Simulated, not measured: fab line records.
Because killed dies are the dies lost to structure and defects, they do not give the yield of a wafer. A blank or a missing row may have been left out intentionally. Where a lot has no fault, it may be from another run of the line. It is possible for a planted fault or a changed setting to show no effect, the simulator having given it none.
Matching of chambers / flow sfq_line / 4 sister chambers for SFQ_TRILAYER_I3_CMP_CMP_082 on cmp-01
The step polishes SiO2. 8 wafers are shown with their chamber, then 8 later ones without.

WAFERS WITH THEIR CHAMBER
wafer=L238.5; chamber=3; motor_current_A (A)=10.0; time_to_endpoint_s (s)=227
wafer=L240.6; chamber=2; motor_current_A (A)=9.4; time_to_endpoint_s (s)=224
wafer=L243.1; chamber=0; motor_current_A (A)=10.7; time_to_endpoint_s (s)=210
wafer=L243.2; chamber=1; motor_current_A (A)=10.4; time_to_endpoint_s (s)=220
wafer=L243.3; chamber=3; motor_current_A (A)=10.2; time_to_endpoint_s (s)=225
wafer=L244.1; chamber=2; motor_current_A (A)=9.9; time_to_endpoint_s (s)=214
wafer=L244.2; chamber=1; motor_current_A (A)=10.3; time_to_endpoint_s (s)=227
wafer=L244.3; chamber=0; motor_current_A (A)=10.6; time_to_endpoint_s (s)=215

WAFERS MISSING THEIR CHAMBER
wafer=L253.3; motor_current_A (A)=10.9; time_to_endpoint_s (s)=214
wafer=L253.5; motor_current_A (A)=11.2; time_to_endpoint_s (s)=204
wafer=L253.6; motor_current_A (A)=10.5; time_to_endpoint_s (s)=216
wafer=L254.2; motor_current_A (A)=9.8; time_to_endpoint_s (s)=196
wafer=L254.3; motor_current_A (A)=9.9; time_to_endpoint_s (s)=226
wafer=L254.4; motor_current_A (A)=10.1; time_to_endpoint_s (s)=207
wafer=L255.3; motor_current_A (A)=10.7; time_to_endpoint_s (s)=225
wafer=L255.2; motor_current_A (A)=10.6; time_to_endpoint_s (s)=204

CHAMBER TAKEN BY EACH
wafer=L253.3; from the rows above=0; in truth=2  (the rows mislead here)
wafer=L253.5; from the rows above=0; in truth=0
wafer=L253.6; from the rows above=can't be placed: 0 or 1 or 3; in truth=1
wafer=L254.2; from the rows above=can't be placed: 2 or 0 or 1 or 3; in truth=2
wafer=L254.3; from the rows above=can't be placed: 3 or 2 or 1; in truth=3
wafer=L254.4; from the rows above=can't be placed: 0 or 2 or 1 or 3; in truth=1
wafer=L255.3; from the rows above=can't be placed: 1 or 0 or 3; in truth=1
wafer=L255.2; from the rows above=0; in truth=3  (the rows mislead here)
Correct placement for 1 of the 8. These rows do not allow placing 5 (true chamber among the candidates in 5). Number placed wrongly: 2.
How it was worked out, from the rows above alone: a wafer's distance from a chamber is the root of the sum, over the readings, of the square of ((its reading less the chamber's mean) divided by the reading's scatter). If the next closest chamber is less than 2 further off than the closest, the wafer can't be placed; otherwise it belongs to the closest. Each chamber's mean is taken over the wafers shown for it. The scatter: the root of (the sum of the squares of (reading less its chamber's mean) over the shown wafers, divided by (wafers less chambers)).
